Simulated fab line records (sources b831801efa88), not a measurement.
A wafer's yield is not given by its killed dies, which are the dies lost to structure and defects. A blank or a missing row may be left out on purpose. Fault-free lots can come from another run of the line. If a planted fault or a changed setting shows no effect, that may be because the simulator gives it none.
fab line records | flow sfq-line
[record] lots = 7 | wafers = 21 | last-day = 85
route steps=325 shown M0@35 I0@43
lots that met no fault: taken from a fault-free run of the same line
start-h: hours from the record's opening day to when the first of the lot's shown wafers began | wait-h: how many hours have passed since the lot's step before this one | " repeats the value in the row above | L1.1+2: one row covering several wafers at once | - value missing, or start not given | * or withheld: withheld | < > ~ a bound
route shown NAME@n: names a module that has steps shown in the file, with the first one's number in the route | usual: the fault-free wafers' mean and standard deviation | same: alike in all rows | chamber/n: place in a boat | sites: each site's reading | _std_site: standard deviation across them | _edge_site: inner sites' mean taken away from outer sites' mean | radius-mm: for every site, how far away it sits from the centre of the wafer | mask NAME#n: copy n | behind: the tool/chamber that last shaped the wafer | hold: what put the lot on hold/how long, in hours/how the hold closed | device: transistor that didn't switch, given as n, p or np | end of line: the route-end tests of the same wafers | a step given without rows: its recipe and nothing more | killed: dies lost to structure and defects at the first sort, not the wafer's yield | map: the dies of a wafer, with x for killed, . for not killed, _ for no die there
set.NAME: the setting as run; set.NAME@STEP: as run at that earlier step | model.NAME: the simulator's own value behind a step, which no gauge read
lots seen at some steps along the route; tables by step, rows by wafer
services: the hour from which a tool's chamber was out of use, counted from the record's first day as start-h (under 0 if before that day), plus the number of hours and why
[[steps]]
[step SFQ_TRILAYER_M0_LITHO_EXPOSE_022]
[recipe] mask-id = M0 | na = 0.6 | source-shape = conventional | sigma-outer = 0.65 | target-cd-nm = 500 | dose-mj = 14.4
[step SFQ_TRILAYER_M0_LITHO_PEB_024]
[recipe] peb-temp-c = 115 | peb-time-s = 60 | resist = KrF
[step SFQ_TRILAYER_M0_LITHO_DEVELOP_023]
[recipe] time-s = 60 | resist = KrF
[step SFQ_M0_OVL_MEAS_906]
[usual] M0_OVL = 1/5.3
lot.wafer | tool       | chamber | start-h | wait-h | M0_OVL[nm]
L569.1    | overlay-02 | -       | 217.12  | 0.1    | 1
L569.3    | "          | -       | "       | "      | -1
L569.6    | "          | -       | "       | "      | 0
L572.1    | overlay-02 | -       | 256.65  | 0.1    | 1
L572.2    | "          | -       | "       | "      | 4
L572.4    | "          | -       | "       | "      | 6
L575.3    | overlay-02 | -       | 291.20  | 0.1    | 8
L575.4    | "          | -       | "       | "      | 7
L575.5    | "          | -       | "       | "      | 3
L576.2    | overlay-02 | -       | 297.19  | 0.1    | -4
L576.3    | "          | -       | "       | "      | -3
L576.5    | "          | -       | "       | "      | -5
L578.4    | overlay-02 | -       | 321.33  | 0.1    | -4
L578.5    | "          | -       | "       | "      | -4
L578.6    | "          | -       | "       | "      | 0
L585.1    | overlay-01 | -       | 370.50  | 0.1    | 3
L585.2    | "          | -       | "       | "      | 3
L585.3    | "          | -       | "       | "      | 3
L589.2    | overlay-01 | -       | 378.91  | 0.1    | 1
L589.5    | "          | -       | "       | "      | 5
L589.6    | "          | -       | "       | "      | 2
[step SFQ_TRILAYER_M0_BARC_OPEN_METAL_ETCH_031]
[recipe] mask-material = PR | chemistry = O2 | target-depth-nm = 125 | target = BARC | icp-w = 600 | bias-w = 80 | pressure-mtorr = 10 | time-s = 41.7
[usual] drypump-motor-current-A = 5.8/0.53 | oes-product-au = 0.684/0.0044
lot.wafer | tool         | chamber | start-h | wait-h | drypump-motor-current-A | oes-product-au | rf-hours-counter-h
L569.1    | rie-metal-02 | 1       | 217.15  | 0.0    | 5.2                     | 0.692          | 22
L569.3    | "            | 1       | "       | "      | 5.2                     | 0.691          | -
L569.6    | "            | 1       | "       | "      | 5.2                     | 0.671          | -
L572.1    | rie-metal-01 | 0       | 256.68  | 0.0    | 5.3                     | 0.680          | 67
L572.2    | "            | 1       | "       | "      | 6.2                     | 0.681          | 17
L572.4    | "            | 0       | "       | "      | 5.3                     | 0.682          | -
L575.3    | rie-metal-03 | 0       | 291.24  | 0.0    | 6.6                     | 0.683          | -
L575.4    | "            | 1       | "       | "      | 6.1                     | 0.681          | -
L575.5    | "            | 1       | "       | "      | 6.1                     | 0.682          | -
L576.2    | rie-metal-02 | 1       | 297.24  | 0.0    | 5.2                     | 0.683          | -
L576.3    | "            | 1       | "       | "      | 5.2                     | 0.683          | -
L576.5    | "            | 1       | "       | "      | 5.2                     | 0.682          | -
L578.4    | rie-metal-02 | 1       | 321.37  | 0.0    | 5.2                     | 0.687          | -
L578.5    | "            | 0       | "       | "      | 6.1                     | 0.684          | -
L578.6    | "            | 1       | "       | "      | 5.1                     | 0.681          | -
L585.1    | rie-metal-02 | 1       | 370.54  | 0.0    | 5.2                     | 0.683          | 49
L585.2    | "            | 0       | "       | "      | 6.1                     | 0.681          | 55
L585.3    | "            | 0       | "       | "      | 6.1                     | 0.687          | -
L589.2    | rie-metal-01 | 1       | 378.94  | 0.0    | 6.2                     | 0.678          | 36
L589.5    | "            | 0       | "       | "      | 5.3                     | 0.695          | -
L589.6    | "            | 1       | "       | "      | 6.2                     | 0.681          | -
[step SFQ_TRILAYER_M0_ETCH_METAL_ETCH_024]
[recipe] target = Nb | stop-on = SiO2 | mask-material = PR | chemistry = Cl2/Ar | target-depth-nm = 240 | icp-w = 600 | bias-w = 80 | pressure-mtorr = 10 | time-s = 120
[step SFQ_TRILAYER_M0_STRIP_STRIP_025]
[recipe] gas = O2 | power-w = 200 | platen-temp-c = 40 | overash-fraction = 0.65 | chemistry = O2 | pressure-mtorr = 50
[usual] drypump-motor-current-A = 5.8/0.53 | oes-product-au = 0.998/0.0069
lot.wafer | tool         | chamber | start-h | wait-h | drypump-motor-current-A | oes-product-au | rf-hours-counter-h
L569.1    | rie-metal-02 | 1       | 217.34  | 0.1    | 5.2                     | 0.996          | 22
L569.3    | "            | 1       | "       | "      | 5.2                     | 0.998          | -
L569.6    | "            | 1       | "       | "      | 5.2                     | 0.999          | -
L572.1    | rie-metal-01 | 0       | 256.87  | 0.1    | 5.3                     | 0.989          | 67
L572.2    | "            | 1       | "       | "      | 6.2                     | 0.995          | 17
L572.4    | "            | 0       | "       | "      | 5.3                     | 1.001          | -
L575.3    | rie-metal-03 | 0       | 291.61  | 0.2    | 6.6                     | 1.001          | -
L575.4    | "            | 1       | "       | "      | 6.1                     | 0.991          | -
L575.5    | "            | 1       | "       | "      | 6.1                     | 0.991          | -
L576.2    | rie-metal-02 | 1       | 297.79  | 0.4    | 5.2                     | 0.998          | -
L576.3    | "            | 1       | "       | "      | 5.2                     | 0.999          | -
L576.5    | "            | 1       | "       | "      | 5.2                     | 1.011          | -
L578.4    | rie-metal-02 | 1       | 321.73  | 0.2    | 5.2                     | 0.994          | -
L578.5    | "            | 0       | "       | "      | 6.1                     | 0.995          | -
L578.6    | "            | 1       | "       | "      | 5.2                     | 0.985          | -
L585.1    | rie-metal-02 | 1       | 370.72  | 0.1    | 5.2                     | 0.996          | 49
L585.2    | "            | 0       | "       | "      | 6.1                     | 1.003          | 55
L585.3    | "            | 0       | "       | "      | 6.1                     | 1.001          | -
L589.2    | rie-metal-01 | 1       | 379.12  | 0.1    | 6.2                     | 0.999          | 36
L589.5    | "            | 0       | "       | "      | 5.3                     | 1.001          | -
L589.6    | "            | 1       | "       | "      | 6.2                     | 0.997          | -
[step SFQ_TRILAYER_M0_STRIP_SOLV_CLEAN_026]
[recipe] chemistry = NMP | temp-c = 70 | time-s = 600
[step SFQ_TRILAYER_I0_DEP_PECVD_027]
[recipe] material = SiO2 | temp-c = 150 | time-s = 111.11 | pressure-torr = 2.4 | rf-w = 183.3 | precursor = SiH4/N2O | target-thk-nm = 500
[usual] chamber-pressure-Torr = 2.400/0.0045 | heater-power-w = 80/11 | showerhead-vpp-V = 852/49 | susceptor-temp-C = 149.98/0.16 | throttle-valve-pct = 24.0/1.5
lot.wafer | tool     | chamber | start-h | wait-h | chamber-pressure-Torr | heater-power-w | showerhead-vpp-V | susceptor-temp-C | throttle-valve-pct
L569.1    | pecvd-02 | 0       | 218.11  | 0.0    | 2.398                 | 74             | 912              | 149.92           | 23.7
L569.3    | "        | 1       | "       | "      | 2.396                 | 78             | 930              | 149.93           | 24.3
L569.6    | "        | 1       | "       | "      | 2.396                 | 81             | 933              | 149.92           | 24.3
L572.1    | pecvd-04 | 2       | 257.64  | 0.0    | 2.403                 | 83             | 775              | 150.16           | 24.2
L572.2    | "        | 1       | "       | "      | 2.409                 | 73             | 863              | 149.75           | 25.7
L572.4    | "        | 2       | "       | "      | 2.398                 | 88             | 763              | 150.13           | 24.3
L575.3    | pecvd-04 | 2       | 292.18  | 0.0    | 2.403                 | 89             | 764              | 149.95           | 24.3
L575.4    | "        | 2       | "       | "      | 2.397                 | 91             | 764              | 150.11           | 24.4
L575.5    | "        | 0       | "       | "      | 2.400                 | 51             | 889              | 149.98           | 25.8
L576.2    | pecvd-01 | 1       | 298.97  | 0.0    | 2.399                 | 79             | 812              | 149.69           | 23.1
L576.3    | "        | 2       | "       | "      | 2.396                 | 96             | 821              | 149.99           | 23.3
L576.5    | "        | 1       | "       | "      | 2.401                 | 81             | 827              | 149.63           | 23.1
L578.4    | pecvd-01 | 1       | 322.38  | 0.0    | 2.398                 | 84             | 813              | 149.84           | 22.7
L578.5    | "        | 2       | "       | "      | 2.401                 | 91             | 807              | 149.76           | 23.3
L578.6    | "        | 0       | "       | "      | 2.405                 | 76             | 852              | 150.09           | 20.6
L585.1    | pecvd-02 | 1       | 371.50  | 0.0    | 2.401                 | 89             | 934              | 149.75           | 24.4
L585.2    | "        | 0       | "       | "      | 2.412                 | 79             | 917              | 149.93           | 24.5
L585.3    | "        | 2       | "       | "      | 2.401                 | 84             | 915              | 150.01           | 25.3
L589.2    | pecvd-02 | 0       | 379.90  | 0.0    | 2.398                 | 78             | 890              | 149.93           | 24.3
L589.5    | "        | 1       | "       | "      | 2.397                 | 90             | 937              | 150.01           | 24.7
L589.6    | "        | 0       | "       | "      | 2.398                 | 79             | 881              | 149.92           | 24.2
[step SFQ_TRILAYER_I0_CMP_CMP_028]
[recipe] material = SiO2 | down-force-psi = 3 | platen-rpm = 60 | pad-velocity-m-s = 0.94248
[step SFQ_I0_BOW_MEAS_907]
[recipe] mode = bow
[usual] I0_BOW = -1/7.7
lot.wafer | tool          | chamber | start-h | wait-h | I0_BOW[um]
L569.1    | film-metro-02 | -       | 221.19  | 1.5    | 1
L569.3    | "             | -       | "       | "      | -3
L569.6    | "             | -       | "       | "      | -1
L572.1    | film-metro-01 | -       | 261.15  | 2.0    | -20
L572.2    | "             | -       | "       | "      | -13
L572.4    | "             | -       | "       | "      | -8
L575.3    | film-metro-01 | -       | 295.30  | 2.0    | -2
L575.4    | "             | -       | "       | "      | -11
L575.5    | "             | -       | "       | "      | -10
L576.2    | film-metro-01 | -       | 302.06  | 1.5    | 12
L576.3    | "             | -       | "       | "      | 2
L576.5    | "             | -       | "       | "      | 17
L578.4    | film-metro-04 | -       | 325.48  | 1.6    | -9
L578.5    | "             | -       | "       | "      | 1
L578.6    | "             | -       | "       | "      | -7
L585.1    | film-metro-02 | -       | 376.79  | 1.0    | -4
L585.2    | "             | -       | "       | "      | 16
L585.3    | "             | -       | "       | "      | 0
L589.2    | film-metro-02 | -       | 385.81  | 2.5    | -7
L589.5    | "             | -       | "       | "      | -9
L589.6    | "             | -       | "       | "      | -11
[step SFQ_TRILAYER_I0_METRO_MEASURE_029]
[usual] thk-nm = 204.1/1
lot.wafer | tool          | chamber | start-h | wait-h | thk-nm
L569.1    | film-metro-02 | -       | 221.31  | 0.1    | 204.2
L569.3    | "             | -       | "       | "      | 205.3
L569.6    | "             | -       | "       | "      | 205.0
L572.1    | film-metro-01 | -       | 261.27  | 0.1    | 202.6
L572.2    | "             | -       | "       | "      | 202.9
L572.4    | "             | -       | "       | "      | 203.5
L575.3    | film-metro-01 | -       | 295.78  | 0.5    | 204.2
L575.4    | "             | -       | "       | "      | 204.6
L575.5    | "             | -       | "       | "      | 203.8
L576.2    | film-metro-01 | -       | 302.36  | 0.3    | 203.0
L576.3    | "             | -       | "       | "      | 203.0
L576.5    | "             | -       | "       | "      | 203.0
L578.4    | film-metro-04 | -       | 326.14  | 0.6    | 203.9
L578.5    | "             | -       | "       | "      | 203.6
L578.6    | "             | -       | "       | "      | 203.8
L585.1    | film-metro-02 | -       | 376.91  | 0.1    | 204.1
L585.2    | "             | -       | "       | "      | 204.1
L585.3    | "             | -       | "       | "      | 205.3
L589.2    | film-metro-02 | -       | 386.11  | 0.3    | 205.6
L589.5    | "             | -       | "       | "      | 206.7
L589.6    | "             | -       | "       | "      | 206.0
[step SFQ_TRILAYER_I0_VIA_LITHO_COAT_036]
[recipe] resist = BARC | spin-rpm = 3000 | resist-thk-nm = 62
lot.wafer | tool           | chamber | start-h | wait-h | model.BARC_of_TRILAYER_I0_VIA_LITHO_COAT_036.thk-nm
L569.1    | litho-track-04 | 0       | 222.51  | 1.0    | 61.87
L569.3    | "              | 0       | "       | "      | 62.19
L569.6    | "              | 0       | "       | "      | 62.2
L572.1    | litho-track-03 | 0       | 262.47  | 1.0    | 61.83
L572.2    | "              | 0       | "       | "      | 61.92
L572.4    | "              | 0       | "       | "      | 61.72
L575.3    | litho-track-04 | 0       | 296.68  | 0.7    | 63.33
L575.4    | "              | 0       | "       | "      | 63.44
L575.5    | "              | 0       | "       | "      | 63.14
L576.2    | litho-track-04 | 0       | 303.41  | 0.8    | 63.34
L576.3    | "              | 0       | "       | "      | 63.32
L576.5    | "              | 0       | "       | "      | 63.52
L578.4    | litho-track-04 | 0       | 326.89  | 0.6    | 63.15
L578.5    | "              | 0       | "       | "      | 63.31
L578.6    | "              | 0       | "       | "      | 63.27
L585.1    | litho-track-03 | 0       | 378.11  | 1.0    | 61.68
L585.2    | "              | 0       | "       | "      | 61.77
L585.3    | "              | 0       | "       | "      | 61.54
L589.2+6  | litho-track-03 | 0       | 387.35  | 1.0    | 61.76
L589.5    | "              | 0       | "       | "      | 61.83
[step SFQ_TRILAYER_I0_VIA_LITHO_COAT_031]
[recipe] resist = KrF | spin-rpm = 3000 | resist-thk-nm = 650
[step SFQ_TRILAYER_I0_VIA_LITHO_SOFTBAKE_035]
[recipe] temp-c = withheld | time-s = withheld | resist = KrF
[step SFQ_TRILAYER_I0_VIA_LITHO_EXPOSE_032]
[recipe] mask-id = I0 | na = 0.6 | source-shape = conventional | sigma-outer = 0.65 | target-cd-nm = 500 | dose-mj = 21.3
[step SFQ_TRILAYER_I0_VIA_LITHO_PEB_034]
[recipe] peb-temp-c = 115 | peb-time-s = 60 | resist = KrF
[step SFQ_TRILAYER_I0_VIA_LITHO_DEVELOP_033]
[recipe] time-s = 60 | resist = KrF
[step SFQ_I0_OVL_MEAS_908]
[usual] I0_OVL = -1/4.6
lot.wafer | tool       | chamber | start-h | wait-h | I0_OVL[nm]
L569.1    | overlay-01 | -       | 226.87  | 0.1    | -2
L569.3    | "          | -       | "       | "      | 2
L569.6    | "          | -       | "       | "      | -1
L572.1    | overlay-02 | -       | 376.50  | 0.1    | 0
L572.2    | "          | -       | "       | "      | 6
L572.4    | "          | -       | "       | "      | -1
L575.3    | overlay-01 | -       | 405.35  | 0.1    | -2
L575.4    | "          | -       | "       | "      | 3
L575.5    | "          | -       | "       | "      | -1
L576.2    | overlay-01 | -       | 414.94  | 0.1    | -6
L576.3    | "          | -       | "       | "      | 0
L576.5    | "          | -       | "       | "      | -12
L578.4    | overlay-01 | -       | 436.56  | 0.1    | -7
L578.5    | "          | -       | "       | "      | -8
L578.6    | "          | -       | "       | "      | -10
L585.1    | overlay-01 | -       | 496.34  | 0.1    | -3
L585.2    | "          | -       | "       | "      | -9
L585.3    | "          | -       | "       | "      | -2
L589.2    | overlay-02 | -       | 508.34  | 0.1    | 4
L589.5    | "          | -       | "       | "      | -5
L589.6    | "          | -       | "       | "      | 0
[step SFQ_TRILAYER_I0_VIA_BARC_OPEN_VIA_ETCH_046]
[recipe] mask-material = PR | chemistry = O2 | target-depth-nm = 125 | target = BARC | source-w = 500 | bias-w = 80 | pressure-mtorr = 30 | time-s = 41.7
[usual] drypump-motor-current-A = 6.0/0.38 | oes-product-au = 0.685/0.0045
lot.wafer | tool        | chamber | start-h | wait-h | drypump-motor-current-A | oes-product-au | rf-hours-counter-h | model.etch.depth-nm
L569.1    | rie-diel-04 | 3       | 226.91  | 0.0    | 5.9                     | 0.687          | 92                 | 61.87
L569.3    | "           | 1       | "       | "      | 5.5                     | 0.680          | 69                 | 62.19
L569.6    | "           | 2       | "       | "      | 5.9                     | 0.685          | -                  | 62.2
L572.1    | rie-diel-04 | 2       | 376.54  | 0.0    | 5.9                     | 0.678          | 93                 | 61.83
L572.2    | "           | 0       | "       | "      | 6.2                     | 0.683          | 27                 | 61.92
L572.4    | "           | 3       | "       | "      | 5.9                     | 0.685          | 94                 | 61.72
L575.3    | rie-diel-01 | 3       | 405.37  | 0.0    | 5.8                     | 0.703          | 98                 | 63.33
L575.4    | "           | 2       | "       | "      | 5.5                     | 0.693          | 36                 | 63.44
L575.5    | "           | 1       | "       | "      | 6.3                     | 0.686          | -                  | 63.14
L576.2    | rie-diel-01 | 3       | 414.97  | 0.0    | 5.8                     | 0.692          | 98                 | 63.34
L576.3    | "           | 2       | "       | "      | 5.5                     | 0.688          | 36                 | 63.32
L576.5    | "           | 1       | "       | "      | 6.4                     | 0.698          | -                  | 63.52
L578.4    | rie-diel-04 | 3       | 436.57  | 0.0    | 5.9                     | 0.693          | 95                 | 63.15
L578.5    | "           | 3       | "       | "      | 5.9                     | 0.704          | -                  | 63.31
L578.6    | "           | 0       | "       | "      | 6.2                     | 0.689          | -                  | 63.27
L585.1    | rie-diel-03 | 0       | 496.37  | 0.0    | 6.1                     | 0.689          | 1                  | 61.68
L585.2    | "           | 1       | "       | "      | 6.2                     | 0.691          | 1                  | 61.77
L585.3    | "           | 2       | "       | "      | 5.8                     | 0.684          | 20                 | 61.54
L589.2    | rie-diel-04 | 1       | 508.37  | 0.0    | 5.4                     | 0.684          | 73                 | 61.76
L589.5    | "           | 2       | "       | "      | 6.0                     | 0.685          | -                  | 61.83
L589.6    | "           | 0       | "       | "      | 6.2                     | 0.683          | -                  | 61.76
[step SFQ_TRILAYER_I0_VIA_ETCH_VIA_ETCH_034]
[recipe] target = SiO2 | stop-on = Nb | mask-material = PR | taper-deg = 20 | chemistry = CHF3 | target-depth-nm = 260 | source-w = 500 | bias-w = 80 | pressure-mtorr = 30 | time-s = withheld
[usual] drypump-motor-current-A = 6.0/0.39 | oes-product-au = 0.864/0.0051
lot.wafer | tool        | chamber | start-h | wait-h | drypump-motor-current-A | oes-product-au
L569.1    | rie-diel-04 | 3       | 226.95  | 0.0    | 5.9                     | 0.867
L569.3    | "           | 1       | "       | "      | 5.5                     | 0.864
L569.6    | "           | 2       | "       | "      | 5.9                     | 0.871
L572.1    | rie-diel-04 | 2       | 376.58  | 0.0    | 5.9                     | 0.861
L572.2    | "           | 0       | "       | "      | 6.2                     | 0.855
L572.4    | "           | 3       | "       | "      | 5.9                     | 0.860
L575.3    | rie-diel-01 | 3       | 405.41  | 0.0    | 5.8                     | 0.867
L575.4    | "           | 2       | "       | "      | 5.5                     | 0.864
L575.5    | "           | 1       | "       | "      | 6.3                     | 0.863
L576.2    | rie-diel-01 | 3       | 415.01  | 0.0    | 5.8                     | 0.869
L576.3    | "           | 2       | "       | "      | 5.5                     | 0.854
L576.5    | "           | 1       | "       | "      | 6.3                     | 0.863
L578.4    | rie-diel-04 | 3       | 436.61  | 0.0    | 5.9                     | 0.868
L578.5    | "           | 3       | "       | "      | 5.9                     | 0.862
L578.6    | "           | 0       | "       | "      | 6.2                     | 0.869
L585.1    | rie-diel-03 | 0       | 496.41  | 0.0    | 6.1                     | 0.866
L585.2    | "           | 1       | "       | "      | 6.2                     | 0.864
L585.3    | "           | 2       | "       | "      | 5.8                     | 0.868
L589.2    | rie-diel-04 | 1       | 508.41  | 0.0    | 5.5                     | 0.866
L589.5    | "           | 2       | "       | "      | 5.9                     | 0.874
L589.6    | "           | 0       | "       | "      | 6.2                     | 0.860
[[services]]
tool          | chamber | start-h | hours | kind
film-metro-02 | -       | 200.75  | 1.6   | pm
rie-diel-01   | 2       | 218.06  | 23.0  | repair
rie-diel-04   | -       | 222.04  | 1.0   | repair
rie-metal-02  | 0       | 236.28  | 11.7  | repair
film-metro-02 | -       | 241.47  | 2.2   | pm
rie-metal-01  | -       | 243.20  | 1.4   | pm
rie-diel-04   | 0       | 247.23  | 18.1  | repair
film-metro-02 | -       | 255.12  | 0.3   | pm
rie-diel-01   | 0       | 271.57  | 3.7   | repair
rie-metal-02  | 0       | 289.66  | 11.2  | repair
rie-metal-01  | -       | 316.82  | 1.0   | repair
pecvd-02      | -       | 319.26  | 6.0   | pm
film-metro-01 | -       | 320.56  | 0.7   | pm
rie-metal-02  | 0       | 327.09  | 12.5  | repair
film-metro-02 | -       | 332.59  | 2.1   | pm
film-metro-01 | -       | 339.58  | 0.6   | pm
rie-diel-04   | -       | 358.48  | 2.1   | repair
rie-diel-04   | 2       | 364.46  | 5.5   | repair
rie-diel-04   | 2       | 399.77  | 2.7   | repair
rie-diel-04   | 0       | 399.87  | 29.5  | repair
rie-diel-04   | -       | 449.61  | 0.2   | repair
rie-diel-01   | 1       | 458.28  | 3.9   | repair
rie-diel-01   | 1       | 506.37  | 7.4   | repair
rie-diel-04   | -       | 506.95  | 0.3   | repair
[[key]]
first-sign none at tools or gauges
[model-effect] step = SFQ_TRILAYER_I0_VIA_LITHO_COAT_036 | value = BARC_of_TRILAYER_I0_VIA_LITHO_COAT_036.thk-nm | without = 62.16 | struck = 63.31
[model-effect] step = SFQ_TRILAYER_I0_VIA_BARC_OPEN_VIA_ETCH_046 | value = etch.depth-nm | without = 62.16 | struck = 63.31
met-at SFQ_TRILAYER_I0_VIA_LITHO_COAT_036
struck-wafers L575.3,L575.4,L575.5,L576.2,L576.3,L576.5,L578.4,L578.5,L578.6
onset-between 222.51 296.68
[fault] kind = process-parameter-drift | tool = litho-track-04 | chamber = - | onset-h = 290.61 | steps = SFQ_TRILAYER_I0_VIA_LITHO_COAT_036 | channel = resist-thk-nm | offset = 1.1507 | shape = step | end-h = 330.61 | acts-in = these-recipes-only | stated = 62
